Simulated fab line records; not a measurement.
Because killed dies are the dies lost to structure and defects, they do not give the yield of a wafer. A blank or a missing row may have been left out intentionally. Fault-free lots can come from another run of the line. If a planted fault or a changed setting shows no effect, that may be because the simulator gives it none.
2 desks looking at one fault | flow gf180mcu | only its own numbers are on each desk; what lay behind them is given at the end

## THE METROLOGY DESK
Lot by lot, what the gauges showed, no matter which tool ran the lot: averages of those sampled wafers that carry a number. A lot is out of limits, marked OUT, if its mean lies more than 4 standard deviations from the usual mean; the brackets give that distance.
Columns: A = V5_BOW at GF_V5_BOW_MEAS_05, usual 131 um
lot  | first seen here | A
L122 | day 26 10:21    | 133
L124 | day 27 05:20    | 130
L125 | day 27 08:44    | 130
L126 | day 27 21:00    | 136
L128 | day 28 09:17    | 120
L129 | day 28 12:24    | 134
L131 | day 29 09:40    | 130
L132 | day 29 16:21    | 130
L133 | day 29 22:53    | 135
L137 | day 31 01:26    | 130
L142 | day 32 10:04    | 125
L143 | day 32 10:47    | 118
L145 | day 33 00:15    | 140
Finding of this desk: none of the 13 lots has anything out of limits.

## FOR THE TOOL OWNER'S DESK: rie_diel-03
The tool's own readings at GF_M5_ETCH_09 (etches Si3N4 in CF4/O2, target depth 52 nm, time 11.6 s): means of the sampled wafers that have a number, for each lot that ran on this tool. A lot is out of limits, marked OUT, if its mean lies more than 4 standard deviations from the usual mean; the brackets give that distance.
Columns: A = bias_w at GF_M5_ETCH_09, usual 150.0 W; B = drypump_motor_current_A at GF_M5_ETCH_09, usual 5.9 A; C = oes_product_au at GF_M5_ETCH_09, usual 1.000 a.u.; D = throttle_valve_pct at GF_M5_ETCH_09, usual 5.970 %
lot  | first seen here | A     | B   | C     | D
L124 | day 27 03:58    | 149.6 | 6.2 | 1.005 | 5.976
L125 | day 27 07:23    | 150.0 | 6.5 | 1.000 | 5.969
L128 | day 28 07:50    | 149.9 | 6.0 | 1.004 | 5.976
L129 | day 28 10:49    | 150.4 | 5.8 | 0.995 | 5.977
L143 | day 32 09:28    | 149.4 | 5.7 | 0.992 | 5.970
L145 | day 32 22:46    | 150.0 | 5.9 | 1.005 | 5.978
Finding of this desk: none of the 6 lots has anything out of limits.

## ALL TOGETHER
Metrology desk: nothing out of limits seen.
The desk of the tool owner found nothing out of limits.

## WHAT THE SIMULATOR HAD PUT IN
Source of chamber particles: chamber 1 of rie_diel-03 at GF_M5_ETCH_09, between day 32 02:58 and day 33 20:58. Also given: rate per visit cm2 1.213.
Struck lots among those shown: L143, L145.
